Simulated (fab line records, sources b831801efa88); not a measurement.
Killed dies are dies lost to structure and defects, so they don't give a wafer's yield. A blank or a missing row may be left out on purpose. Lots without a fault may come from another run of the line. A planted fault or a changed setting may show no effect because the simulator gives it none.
fab line records | flow sky130
record lots=7 wafers=21 last_day=50
route steps=708 shown VT_ADJUST_HVTR@140 VT_ADJUST_PCH@143 SONOS_TUNNEL@154 SONOS_ONO@168 LI_CONTACT@365 CONTACT@411 VIA1@461 VIA2@510 VIA3@576 VIA4@642
lots that met no fault: from a run of the same line without faults
start_h: hours from the record's first day to the start of the lot's first wafer shown | wait_h: hours since the lot's step before | " the same as in the row above | L1.1+2: a row that stands for several wafers | - no value, or no start given | * or withheld: withheld | < > ~ a bound
route shown NAME@n: a module of which the file shows steps, and the number in the route of the first | usual: mean/standard deviation of fault-free wafers | same: alike in all rows | chamber/n: place in a boat | sites: the reading at each site | _std_site: their standard deviation | _edge_site: outer sites' mean less inner sites' | radius_mm: how far each site lies from the wafer's centre | mask NAME#n: copy n | behind: the tool/chamber that last shaped the wafer | hold: why the lot was held/for how many hours/how that ended | device: the transistor (n, p or np) that didn't switch | end of line: the same wafers' tests at the end of the route | a step without rows: its recipe alone | killed: dies lost to structure and defects at the first sort, not the wafer's yield | map: a wafer's dies, x killed, . not, _ none there
set.NAME: the setting as run; set.NAME@STEP: as run at that earlier step | model.NAME: the simulator's own value behind a step, which no gauge read
lots at some steps of the route; a table a step, a row a wafer
services: from which hour (start_h, from the record's first day; less than 0 if before it) a tool's chamber was out of use, for how many hours, and why
## steps
# step SKY_VT_ADJUST_HVTR_IMPLANT_09
# recipe species=B energy_kev=10 dose_cm2=2.1e+12 tilt_deg=withheld
# step SKY_VT_ADJUST_HVTR_STRIP_10
# recipe chemistry=O2/N2 power_w=1400 pressure_mtorr=1500 platen_temp_c=withheld o2_flow_sccm=3000 n2_flow_sccm=300 overash_fraction=0.5
# usual chamber_pressure_mTorr=1499.9/1.4 drypump_motor_current_A=6.1/0.49 oes_product_au=0.716/0.0045 strip_time_to_endpoint_s=14.19/0.04
# columns lot.wafer tool chamber start_h wait_h chamber_pressure_mTorr drypump_motor_current_A oes_product_au rf_hours_counter_h strip_time_to_endpoint_s
L530.2 plasma_asher-01 0 206.94 0.2 1498.6 6.5 0.721 50 14.14
L530.4 " 1 " " 1500.8 5.7 0.718 - 14.17
L530.5 " 1 " " 1498.7 5.7 0.716 - 14.18
L534.4 plasma_asher-01 0 238.12 0.1 1501.0 6.5 0.715 - 14.21
L534.5 " 1 " " 1502.5 5.7 0.709 - 14.16
L534.6 " 0 " " 1502.3 6.5 0.718 - 14.17
L541.2 plasma_asher-01 1 295.84 0.1 1498.9 5.7 0.720 56 14.22
L541.3 " 0 " " 1502.1 6.5 0.724 - 14.23
L541.4 " 1 " " 1500.7 5.7 0.714 - 14.26
L542.2 plasma_asher-04 0 297.33 0.1 1500.5 6.5 0.718 49 14.16
L542.3 " 1 " " 1503.2 6.0 0.714 - 14.15
L542.4 " 0 " " 1501.1 6.5 0.723 - 14.13
L543.1 plasma_asher-04 1 302.45 0.1 1500.1 6.0 0.720 49 14.19
L543.2 " 0 " " 1499.6 6.5 0.715 49 14.21
L543.3 " 0 " " 1500.4 6.5 0.713 - 14.24
L552.1 plasma_asher-04 1 370.78 0.1 1498.8 6.0 0.720 56 14.24
L552.4 " 0 " " 1499.5 6.5 0.715 - 14.20
L552.6 " 1 " " 1500.3 6.0 0.716 - 14.21
L553.2 plasma_asher-01 0 380.38 0.1 1500.9 6.5 0.713 64 14.19
L553.3 " 0 " " 1501.5 6.5 0.709 - 14.23
L553.6 " 1 " " 1500.1 5.7 0.713 - 14.21
# step SKY_VT_ADJUST_HVTR_TW_MEAS_11
# usual VT_ADJUST_HVTR_TW=211.9/1.2
# columns lot.wafer tool chamber start_h wait_h VT_ADJUST_HVTR_TW
L530.2 film_metro-03 - 207.05 0.1 210.2
L530.4 " - " " 210.7
L530.5 " - " " 209.3
L534.4 film_metro-04 - 238.22 0.1 213.7
L534.5 " - " " 213.4
L534.6 " - " " 212.5
L541.2 film_metro-01 - 295.95 0.1 212.4
L541.3 " - " " 212.5
L541.4 " - " " 211.9
L542.2 film_metro-03 - 297.44 0.1 210.8
L542.3 " - " " 210.8
L542.4 " - " " 210.7
L543.1 film_metro-04 - 302.55 0.1 213.9
L543.2 " - " " 212.2
L543.3 " - " " 213.3
L552.1 film_metro-03 - 370.88 0.1 211.7
L552.4 " - " " 212.3
L552.6 " - " " 209.4
L553.2 film_metro-01 - 380.49 0.1 211.9
L553.3 " - " " 211.5
L553.6 " - " " 211.8
# step SKY_VT_ADJUST_PCH_DEHYDRATE_00
# recipe temp_c=200 time_s=60
# step SKY_VT_ADJUST_PCH_HMDS_01
# recipe prime_time_s=60 prime_temp_c=120
# step SKY_VT_ADJUST_PCH_COAT_02
# recipe spin_rpm=2000 resist_thk_nm=3000
# step SKY_VT_ADJUST_PCH_SOFTBAKE_03
# recipe temp_c=110 time_s=withheld
# step SKY_VT_ADJUST_PCH_EXPOSE_04
# recipe mask_id=NWM na=0.6 source_shape=conventional sigma_outer=0.6 polarization=unpolarized target_cd_nm=840 dose_mj=255
# step SKY_VT_ADJUST_PCH_PEB_05
# recipe temp_c=115 time_s=withheld
# step SKY_VT_ADJUST_PCH_DEVELOP_06
# recipe wall_angle_deg=90 developer=TMAH develop_time_s=60 dev_temp_c=23
# step SKY_VT_ADJUST_PCH_OVL_MEAS_07
# usual VT_ADJUST_PCH_OVL=0.1/1.3
# columns lot.wafer tool chamber start_h wait_h VT_ADJUST_PCH_OVL[nm]
L530.2 overlay-02 - 230.06 - 1.0
L530.4 " - " " 1.5
L530.5 " - " " 0.4
L534.4 overlay-02 - 262.74 - 0.7
L534.5 " - " " 1.3
L534.6 " - " " 1.4
L541.2 overlay-01 - 322.61 - -0.7
L541.3 " - " " -0.5
L541.4 " - " " 0.8
L542.2 overlay-01 - 324.51 - -1.1
L542.3 " - " " 0.2
L542.4 " - " " -1.2
L543.1 overlay-02 - 328.77 - 0.2
L543.2 " - " " -1.6
L543.3 " - " " 0.7
L552.1 overlay-02 - 400.05 - 0.4
L552.4 " - " " -1.6
L552.6 " - " " -2.6
L553.2 overlay-01 - 410.35 - -1.7
L553.3 " - " " -0.2
L553.6 " - " " -1.6
# step SKY_VT_ADJUST_PCH_IMPLANT_08
# recipe species=B energy_kev=10 dose_cm2=5e+11 tilt_deg=withheld
# step SKY_VT_ADJUST_PCH_STRIP_09
# recipe chemistry=O2/N2 power_w=1400 pressure_mtorr=1500 platen_temp_c=withheld o2_flow_sccm=3000 n2_flow_sccm=300 overash_fraction=0.5
# usual chamber_pressure_mTorr=1500.0/1.3 drypump_motor_current_A=5.9/0.55 oes_product_au=0.722/0.0048 strip_time_to_endpoint_s=36.98/0.12
# columns lot.wafer tool chamber start_h wait_h chamber_pressure_mTorr drypump_motor_current_A oes_product_au rf_hours_counter_h strip_time_to_endpoint_s model.coat_of_VT_ADJUST_PCH_COAT_02.thk_nm
L530.2 plasma_asher-03 0 230.24 0.1 1499.0 6.0 0.720 55 36.97 0
L530.4 " 1 " " 1501.8 5.8 0.722 - 37.00 0
L530.5 " 0 " " 1500.9 6.0 0.728 - 37.00 0
L534.4 plasma_asher-01 1 262.94 0.1 1498.2 5.7 0.722 - 36.94 0
L534.5 " 0 " " 1500.6 6.5 0.718 - 36.83 0
L534.6 " 1 " " 1499.5 5.7 0.726 - 36.93 0
L541.2 plasma_asher-01 0 322.79 0.1 - - - - - 3007
L541.3 " 1 " " - - - - - 2992
L541.4 " 0 " " - - - - - 3002
L542.2 plasma_asher-02 1 324.69 0.1 - - - - - 2995
L542.3 " 0 " " - - - - - 2990
L542.4 " 1 " " - - - - - 2991
L543.1 plasma_asher-01 1 328.96 0.1 - - - - - 2996
L543.2 " 0 " " - - - - - 2999
L543.3 " 1 " " - - - - - 2989
L552.1 plasma_asher-03 1 400.23 0.1 1500.4 5.7 0.722 72 37.02 0
L552.4 " 1 " " 1498.5 5.7 0.718 - 37.00 0
L552.6 " 0 " " 1500.8 6.0 0.725 - 37.06 0
L553.2 plasma_asher-02 0 410.53 0.1 1499.2 5.1 0.726 30 36.84 0
L553.3 " 1 " " 1500.7 6.6 0.715 - 37.02 0
L553.6 " 0 " " 1501.1 5.1 0.720 - 36.96 0
# step SKY_VT_ADJUST_PCH_TW_MEAS_10
# usual VT_ADJUST_PCH_TW=143.3/0.75
# columns lot.wafer tool chamber start_h wait_h VT_ADJUST_PCH_TW
L530.2 film_metro-04 - 230.35 0.1 143.9
L530.4 " - " " 143.8
L530.5 " - " " 143.4
L534.4 film_metro-04 - 263.04 0.1 144.5
L534.5 " - " " 144.3
L534.6 " - " " 144.6
L541.2 film_metro-02 - 322.90 0.1 143.5
L541.3 " - " " 144.0
L541.4 " - " " 143.3
L542.2 film_metro-04 - 324.80 0.1 143.2
L542.3 " - " " 143.9
L542.4 " - " " 143.5
L543.1 film_metro-02 - 329.06 0.1 143.2
L543.2 " - " " 143.5
L543.3 " - " " 143.1
L552.1 film_metro-02 - 400.33 0.1 142.0
L552.4 " - " " 142.5
L552.6 " - " " 143.2
L553.2 film_metro-02 - 410.64 0.1 142.6
L553.3 " - " " 142.5
L553.6 " - " " 143.3
# step SKY_SONOS_TUNNEL_DEHYDRATE_00
# recipe temp_c=200 time_s=60
# step SKY_SONOS_TUNNEL_HMDS_01
# recipe prime_time_s=60 prime_temp_c=120
# step SKY_SONOS_TUNNEL_COAT_02
# recipe resist=NOVOLAK spin_rpm=3000 resist_thk_nm=1140
# step SKY_SONOS_TUNNEL_SOFTBAKE_03
# recipe temp_c=90 time_s=60 resist=NOVOLAK
# step SKY_SONOS_TUNNEL_EXPOSE_04
# recipe mask_id=TUNM na=0.6 source_shape=conventional sigma_outer=0.6 polarization=unpolarized target_cd_nm=410 dose_mj=136
# step SKY_SONOS_TUNNEL_PEB_05
# recipe temp_c=withheld time_s=* resist=NOVOLAK
# step SKY_SONOS_TUNNEL_DEVELOP_06
# recipe resist=NOVOLAK developer=TMAH develop_time_s=60 dev_temp_c=23
# step SKY_SONOS_TUNNEL_CD_MEAS_07
# recipe target_cd_nm=410
# usual cd_nm=409.7/2.2
# columns lot.wafer tool chamber start_h wait_h cd_nm
L530.2 cd_sem-02 - 254.47 0.1 407.0
L530.4 " - " " 409.6
L530.5 " - " " 407.9
L534.4 cd_sem-01 - 288.24 0.1 411.8
L534.5 " - " " 409.3
L534.6 " - " " 410.1
L541.2 cd_sem-02 - 350.72 0.1 411.5
L541.3 " - " " 409.5
L541.4 " - " " 411.5
L542.2 cd_sem-01 - 352.60 0.1 410.8
L542.3 " - " " 409.1
L542.4 " - " " 411.3
L543.1 cd_sem-02 - 356.28 0.1 415.3
L543.2 " - " " 413.3
L543.3 " - " " 416.5
L552.1 cd_sem-01 - 431.17 0.1 411.9
L552.4 " - " " 410.2
L552.6 " - " " 411.8
L553.2 cd_sem-02 - 442.32 0.1 409.8
L553.3 " - " " 412.2
L553.6 " - " " 410.8
# step SKY_SONOS_TUNNEL_OVL_MEAS_08
# usual SONOS_TUNNEL_OVL=0.0/1.3
# columns lot.wafer tool chamber start_h wait_h SONOS_TUNNEL_OVL[nm]
L530.2 overlay-01 - 254.58 0.1 -0.2
L530.4 " - " " 0.4
L530.5 " - " " -1.2
L534.4 overlay-02 - 288.32 0.1 1.1
L534.5 " - " " 2.2
L534.6 " - " " 0.7
L541.2 overlay-01 - 350.83 0.1 -1.3
L541.3 " - " " -2.3
L541.4 " - " " -1.7
L542.2 overlay-02 - 352.70 0.1 0.2
L542.3 " - " " 0.6
L542.4 " - " " 0.9
L543.1 overlay-02 - 356.40 0.1 -0.6
L543.2 " - " " 0.4
L543.3 " - " " 1.8
L552.1 overlay-01 - 431.29 0.1 -2.9
L552.4 " - " " -0.8
L552.6 " - " " -2.1
L553.2 overlay-02 - 442.43 0.1 -0.3
L553.3 " - " " 1.7
L553.6 " - " " 2.3
# step SKY_SONOS_TUNNEL_IMPLANT_09
# recipe species=B energy_kev=20 dose_cm2=1e+12 tilt_deg=withheld
# step SKY_SONOS_TUNNEL_WET_ETCH_10
# recipe chemistry=dHF target_depth_nm=14 target=SiO2 dilution=100:1 temp_c=25 time_s=280
# step SKY_SONOS_TUNNEL_STRIP_11
# recipe chemistry=SPM time_s=600 temp_c=130
# usual bath_guard_temp_C=129.8/0.44 bath_heat_duty_pct=14.3/1.6
# columns lot.wafer tool chamber start_h wait_h bath_guard_temp_C bath_heat_duty_pct model.NOVOLAK_of_SONOS_TUNNEL_COAT_02.thk_nm
L530.2 wet_bench-04 1 254.84 0.0 130.0 13.9 0
L530.4 " 1 " " 130.1 14.5 0
L530.5 " 1 " " 130.0 14.1 0
L534.4 wet_bench-02 0 288.57 0.0 129.2 15.4 0
L534.5 " 0 " " 129.5 16.9 0
L534.6 " 0 " " 129.2 15.5 0
L541.2 wet_bench-01 2 351.09 0.0 129.8 11.1 1144
L541.3 " 2 " " 129.9 10.8 1143
L541.4 " 2 " " 129.6 11.4 1143
L542.2 wet_bench-02 2 352.97 0.0 129.8 16.5 1147
L542.3 " 2 " " 129.7 16.4 1148
L542.4 " 2 " " 130.2 15.4 1147
L543.1 wet_bench-04 2 356.69 0.0 130.2 12.4 1140
L543.2 " 2 " " 130.7 12.6 1138
L543.3 " 2 " " 130.6 13.1 1137
L552.1 wet_bench-02 0 431.57 0.0 129.0 16.2 0
L552.4 " 0 " " 129.0 16.9 0
L552.6 " 0 " " 129.6 16.6 0
L553.2 wet_bench-04 1 442.70 0.0 130.2 13.6 0
L553.3 " 1 " " 130.2 14.6 0
L553.6 " 1 " " 130.2 14.4 0
# step SKY_SONOS_TUNNEL_TW_MEAS_12
# usual SONOS_TUNNEL_TW=197.9/0.88
# columns lot.wafer tool chamber start_h wait_h SONOS_TUNNEL_TW
L530.2 film_metro-02 - 255.04 0.0 198.0
L530.4 " - " " 199.5
L530.5 " - " " 197.0
L534.4 film_metro-02 - 288.78 0.0 197.7
L534.5 " - " " 197.3
L534.6 " - " " 197.5
L541.2 film_metro-03 - 351.28 0.0 29.9
L541.3 " - " " 29.9
L541.4 " - " " 30.1
L542.2 film_metro-04 - 353.17 0.0 30.1
L542.3 " - " " 30.2
L542.4 " - " " 30.1
L543.1 film_metro-02 - 356.86 0.0 29.8
L543.2 " - " " 30.0
L543.3 " - " " 30.0
L552.1 film_metro-03 - 431.75 0.0 198.5
L552.4 " - " " 196.7
L552.6 " - " " 198.2
L553.2 film_metro-02 - 442.88 0.0 198.8
L553.3 " - " " 198.3
L553.6 " - " " 199.7
# step SKY_SONOS_TUNNEL_CLEAN_13
# recipe chemistry=dHF time_s=20 dilution=100:1 dry=ipa_marangoni
# step SKY_SONOS_ONO_OXIDATION_00
# recipe temp_c=800 ambient=O2 idle_temp_c=700 ramp_up_c_per_min=10 ramp_down_c_per_min=3 stabilise_s=600 purge_s=300 target_thk_a=26 ox_time_s=1249
# step SKY_SONOS_ONO_THK_MEAS_01
# recipe reads=SiO2_of_SONOS_ONO_OXIDATION_00
# usual SONOS_ONO_OXIDATION_THK=2.58/0.064
# columns lot.wafer tool chamber start_h wait_h SONOS_ONO_OXIDATION_THK[nm]
L530.2 film_metro-02 - 257.85 0.0 2.58
L530.4 " - " " 2.53
L530.5 " - " " 2.61
L534.4 film_metro-01 - 290.20 0.0 2.66
L534.5 " - " " 2.59
L534.6 " - " " 2.63
L541.2 film_metro-01 - 354.00 0.0 2.64
L541.3 " - " " 2.68
L541.4 " - " " 2.63
L542.2 film_metro-01 - 355.34 0.0 2.56
L542.3 " - " " 2.65
L542.4 " - " " 2.63
L543.1 film_metro-01 - 360.12 0.0 2.65
L543.2 " - " " 2.56
L543.3 " - " " 2.64
L552.1 film_metro-01 - 434.89 0.0 2.64
L552.4 " - " " 2.63
L552.6 " - " " 2.69
L553.2 film_metro-01 - 444.31 0.0 2.54
L553.3 " - " " 2.51
L553.6 " - " " 2.53
# step SKY_SONOS_ONO_CVD_02
# recipe material=Si3N4 precursor=DCS/NH3 target_thk_nm=10.5 temp_c=770 time_s=180 pressure_mtorr=250
# step SKY_SONOS_ONO_THK_MEAS_03
# recipe reads=Si3N4_of_SONOS_ONO_CVD_02
# usual SONOS_ONO_CVD_02_THK=10.52/0.15
# columns lot.wafer tool chamber start_h wait_h SONOS_ONO_CVD_02_THK[nm]
L530.2 film_metro-01 - 258.96 0.0 10.56
L530.4 " - " " 10.46
L530.5 " - " " 10.53
L534.4 film_metro-03 - 292.77 0.0 10.63
L534.5 " - " " 10.51
L534.6 " - " " 10.66
L541.2 film_metro-01 - 358.20 0.0 10.47
L541.3 " - " " 10.48
L541.4 " - " " 10.44
L542.2 film_metro-03 - 358.20 0.0 10.46
L542.3 " - " " 10.50
L542.4 " - " " 10.53
L543.1 film_metro-02 - 362.91 0.0 10.76
L543.2 " - " " 10.66
L543.3 " - " " 10.46
L552.1 film_metro-02 - 436.00 0.0 10.21
L552.4 " - " " 10.34
L552.6 " - " " 10.30
L553.2 film_metro-01 - 445.56 0.0 10.63
L553.3 " - " " 10.74
L553.6 " - " " 10.61
# step SKY_SONOS_ONO_CVD_04
# recipe material=SiO2 precursor=SiH4/N2O target_thk_nm=5.7199 temp_c=900 pressure_mtorr=400
# step SKY_SONOS_ONO_THK_MEAS_05
# recipe reads=SiO2_of_SONOS_ONO_CVD_04
# usual SONOS_ONO_CVD_04_THK=5.80/0.1
# columns lot.wafer tool chamber start_h wait_h SONOS_ONO_CVD_04_THK[nm]
L530.2 film_metro-02 - 260.27 0.0 5.62
L530.4 " - " " 5.61
L530.5 " - " " 5.56
L534.4 film_metro-01 - 294.08 0.0 5.72
L534.5 " - " " 5.62
L534.6 " - " " 5.69
L541.2 film_metro-02 - 360.13 0.0 5.95
L541.3 " - " " 5.86
L541.4 " - " " 5.85
L542.2 film_metro-03 - 360.13 0.0 5.88
L542.3 " - " " 5.87
L542.4 " - " " 5.84
L543.1 film_metro-03 - 364.85 0.0 5.99
L543.2 " - " " 5.88
L543.3 " - " " 5.92
L552.1 film_metro-01 - 437.31 0.0 5.77
L552.4 " - " " 5.75
L552.6 " - " " 5.85
L553.2 film_metro-02 - 446.87 0.0 5.75
L553.3 " - " " 5.89
L553.6 " - " " 5.81
# step SKY_SONOS_ONO_DEHYDRATE_06
# recipe temp_c=200 time_s=60
# step SKY_SONOS_ONO_HMDS_07
# recipe prime_time_s=60 prime_temp_c=120
# step SKY_SONOS_ONO_COAT_08
# recipe resist=NOVOLAK spin_rpm=3000 resist_thk_nm=1140
# step SKY_SONOS_ONO_SOFTBAKE_09
# recipe temp_c=90 time_s=60 resist=NOVOLAK
# step SKY_SONOS_ONO_EXPOSE_10
# recipe mask_id=ONOM target_cd_nm=410 na=0.6 source_shape=conventional sigma_outer=0.6 dose_mj=150
# step SKY_SONOS_ONO_PEB_11
# recipe temp_c=withheld time_s=* resist=NOVOLAK
# step SKY_SONOS_ONO_DEVELOP_12
# recipe develop_time_s=60 dev_temp_c=23
# step SKY_SONOS_ONO_CD_MEAS_13
# recipe target_cd_nm=410
# usual cd_nm=410/3.1
# columns lot.wafer tool chamber start_h wait_h cd_nm
L530.2 cd_sem-02 - 284.52 0.1 409
L530.4 " - " " 411
L530.5 " - " " 410
L534.4 cd_sem-01 - 320.04 0.1 411
L534.5 " - " " 412
L534.6 " - " " 412
L541.2 cd_sem-01 - 388.45 0.1 412
L541.3 " - " " 411
L541.4 " - " " 411
L542.2 cd_sem-02 - 388.75 0.1 409
L542.3 " - " " 412
L542.4 " - " " 412
L543.1 cd_sem-02 - 394.58 0.1 410
L543.2 " - " " 410
L543.3 " - " " 408
L552.1 cd_sem-02 - 469.00 0.1 404
L552.4 " - " " 403
L552.6 " - " " 405
L553.2 cd_sem-02 - 477.42 0.1 408
L553.3 " - " " 408
L553.6 " - " " 410
# step SKY_LI_CONTACT_BOW_MEAS_03
# recipe mode=bow
# usual LI_CONTACT_BOW=57/6.1
# columns lot.wafer tool chamber start_h wait_h LI_CONTACT_BOW[um]
L530.2 film_metro-02 - 662.60 0.3 59
L530.4 " - " " 67
L530.5 " - " " 66
L534.4 film_metro-04 - 698.53 0.2 63
L534.5 " - " " 61
L534.6 " - " " 57
L542.2 film_metro-02 - 762.44 0.3 28
L542.3 " - " " 19
L542.4 " - " " 21
L541.2 film_metro-02 - 763.35 0.2 26
L541.3 " - " " 17
L541.4 " - " " 19
L543.1 film_metro-02 - 766.60 0.2 18
L543.2 " - " " 24
L543.3 " - " " 18
L552.1 film_metro-04 - 828.89 0.1 44
L552.4 " - " " 58
L552.6 " - " " 62
L553.2 film_metro-01 - 837.13 0.3 57
L553.3 " - " " 51
L553.6 " - " " 53
# step SKY_CONTACT_BOW_MEAS_05
# recipe mode=bow
# usual CONTACT_BOW=82/6.5
# columns lot.wafer tool chamber start_h wait_h CONTACT_BOW[um]
L530.2 film_metro-02 - 722.72 0.2 86
L530.4 " - " " 94
L530.5 " - " " 93
L534.4 film_metro-02 - 756.88 0.2 90
L534.5 " - " " 89
L534.6 " - " " 83
L542.2 film_metro-01 - 818.56 0.1 52
L542.3 " - " " 43
L542.4 " - " " 44
L541.2 film_metro-02 - 819.50 0.3 55
L541.3 " - " " 44
L541.4 " - " " 48
L543.1 film_metro-02 - 821.70 0.2 43
L543.2 " - " " 50
L543.3 " - " " 42
L552.1 film_metro-01 - 884.88 0.2 69
L552.4 " - " " 83
L552.6 " - " " 87
L553.2 film_metro-02 - 892.24 0.1 82
L553.3 " - " " 77
L553.6 " - " " 79
# step SKY_VIA1_BOW_MEAS_03
# recipe mode=bow
# usual VIA1_BOW=81/6.4
# columns lot.wafer tool chamber start_h wait_h VIA1_BOW[um]
L530.2 film_metro-01 - 780.96 0.2 85
L530.4 " - " " 93
L530.5 " - " " 93
L534.4 film_metro-01 - 811.85 0.2 87
L534.5 " - " " 87
L534.6 " - " " 82
L541.2 film_metro-04 - 874.89 0.1 57
L541.3 " - " " 48
L541.4 " - " " 50
L542.2 film_metro-02 - 875.14 0.3 52
L542.3 " - " " 43
L542.4 " - " " 44
L543.1 film_metro-01 - 877.85 0.1 43
L543.2 " - " " 51
L543.3 " - " " 43
L552.1 film_metro-02 - 938.71 0.2 66
L552.4 " - " " 82
L552.6 " - " " 86
L553.2 film_metro-04 - 945.58 0.2 82
L553.3 " - " " 77
L553.6 " - " " 79
# step SKY_VIA2_BOW_MEAS_03
# recipe mode=bow
# usual VIA2_BOW=86/6.8
# columns lot.wafer tool chamber start_h wait_h VIA2_BOW[um]
L530.2 film_metro-03 - 836.71 0.3 94
L530.4 " - " " 99
L530.5 " - " " 100
L534.4 film_metro-02 - 867.54 0.2 94
L534.5 " - " " 94
L534.6 " - " " 89
L541.2 film_metro-02 - 929.63 0.2 65
L541.3 " - " " 53
L541.4 " - " " 56
L542.2 film_metro-02 - 929.95 0.3 54
L542.3 " - " " 45
L542.4 " - " " 47
L543.1 film_metro-03 - 931.70 0.1 47
L543.2 " - " " 54
L543.3 " - " " 47
L552.1 film_metro-03 - 991.08 0.2 68
L552.4 " - " " 82
L552.6 " - " " 88
L553.2 film_metro-03 - 996.54 0.2 82
L553.3 " - " " 77
L553.6 " - " " 79
# step SKY_VIA3_BOW_MEAS_03
# recipe mode=bow
# usual VIA3_BOW=81/7.1
# columns lot.wafer tool chamber start_h wait_h VIA3_BOW[um]
L530.2 film_metro-01 - 918.95 0.1 87
L530.4 " - " " 94
L530.5 " - " " 95
L534.4 film_metro-04 - 947.69 0.2 87
L534.5 " - " " 85
L534.6 " - " " 81
L541.2 film_metro-02 - 1007.07 0.3 56
L541.3 " - " " 44
L541.4 " - " " 47
L542.2 film_metro-04 - 1007.37 0.2 51
L542.3 " - " " 43
L542.4 " - " " 44
L543.1 film_metro-01 - 1008.63 0.2 42
L543.2 " - " " 50
L543.3 " - " " 43
L552.1 film_metro-01 - 1064.66 0.1 64
L552.4 " - " " 78
L552.6 " - " " 83
L553.2 film_metro-04 - 1069.07 0.3 82
L553.3 " - " " 76
L553.6 " - " " 80
# step SKY_VIA4_BOW_MEAS_03
# recipe mode=bow
# usual VIA4_BOW=80/8.1
# columns lot.wafer tool chamber start_h wait_h VIA4_BOW[um]
L530.2 film_metro-01 - 996.66 0.2 88
L530.4 " - " " 95
L530.5 " - " " 95
L534.4 film_metro-03 - 1022.73 0.2 76
L534.5 " - " " 76
L534.6 " - " " 72
L541.2 film_metro-02 - 1079.86 0.2 57
L541.3 " - " " 44
L541.4 " - " " 46
L542.2 film_metro-03 - 1080.12 0.1 44
L542.3 " - " " 37
L542.4 " - " " 38
L543.1 film_metro-03 - 1081.22 0.2 46
L543.2 " - " " 52
L543.3 " - " " 45
L552.1 film_metro-03 - 1129.95 0.1 64
L552.4 " - " " 79
L552.6 " - " " 86
L553.2 film_metro-03 - 1135.65 0.2 79
L553.3 " - " " 75
L553.6 " - " " 78
## services
# columns tool chamber start_h hours kind
wet_bench-04 - 204.78 2.9 repair
wet_bench-04 - 206.78 4.8 repair
plasma_asher-02 - 219.84 0.4 repair
plasma_asher-04 - 253.11 1.2 repair
plasma_asher-01 - 267.08 24.0 pm
plasma_asher-01 - 307.36 0.4 repair
wet_bench-01 - 329.06 0.9 repair
plasma_asher-02 - 400.48 0.5 repair
plasma_asher-01 - 421.25 9.0 pm
plasma_asher-01 0 421.25 9.0 vent_cycle
plasma_asher-01 1 421.25 9.0 vent_cycle
plasma_asher-01 0 430.25 - clean
plasma_asher-01 1 430.25 - clean
wet_bench-04 - 433.50 6.9 repair
## key
first_sign step=SKY_VT_ADJUST_PCH_STRIP_09 reading=tool_record direction=missing
effect step=SKY_SONOS_TUNNEL_TW_MEAS_12 reading=SONOS_TUNNEL_TW direction=down sigmas=99+ usual=197.9 struck=30.0
effect step=SKY_LI_CONTACT_BOW_MEAS_03 reading=LI_CONTACT_BOW direction=down sigmas=5.9 usual=57 struck=21
effect step=SKY_CONTACT_BOW_MEAS_05 reading=CONTACT_BOW direction=down sigmas=5.4 usual=82 struck=47
effect step=SKY_VIA1_BOW_MEAS_03 reading=VIA1_BOW direction=down sigmas=5.2 usual=81 struck=48
effect step=SKY_VIA2_BOW_MEAS_03 reading=VIA2_BOW direction=down sigmas=5 usual=86 struck=52
effect step=SKY_VIA3_BOW_MEAS_03 reading=VIA3_BOW direction=down sigmas=4.8 usual=81 struck=47
effect step=SKY_VIA4_BOW_MEAS_03 reading=VIA4_BOW direction=down sigmas=4.3 usual=80 struck=45
model_effect step=SKY_VT_ADJUST_PCH_STRIP_09 value=coat_of_VT_ADJUST_PCH_COAT_02.thk_nm without=0 struck=2996
model_effect step=SKY_SONOS_TUNNEL_STRIP_11 value=NOVOLAK_of_SONOS_TUNNEL_COAT_02.thk_nm without=0 struck=1143
met_at SKY_VT_ADJUST_PCH_STRIP_09
struck_wafers L541.2,L541.3,L541.4,L542.2,L542.3,L542.4,L543.1,L543.2,L543.3
sort_left_out L541.2,L541.3,L541.4,L542.2,L542.3,L542.4,L543.1,L543.2,L543.3
tester_left_out L541,L542,L543
onset_between 262.94 322.79
fault kind=skipped_step_whole tool=plasma_asher-01,plasma_asher-02 chamber=- onset_h=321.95 steps=SKY_VT_ADJUST_PCH_STRIP_09 scope=struck_lots_only
# tester_left_out: of these lots the tester's yield and bins aren't shown, on N5 and GAA mostly nor the transistor test; their killed dies are dies lost to structure and defects alone, not to doping, threshold or leakage, so they don't give the yield
# sort_left_out: the simulated sort isn't trusted on such a fault, so these wafers' sort isn't shown, and their yield isn't known
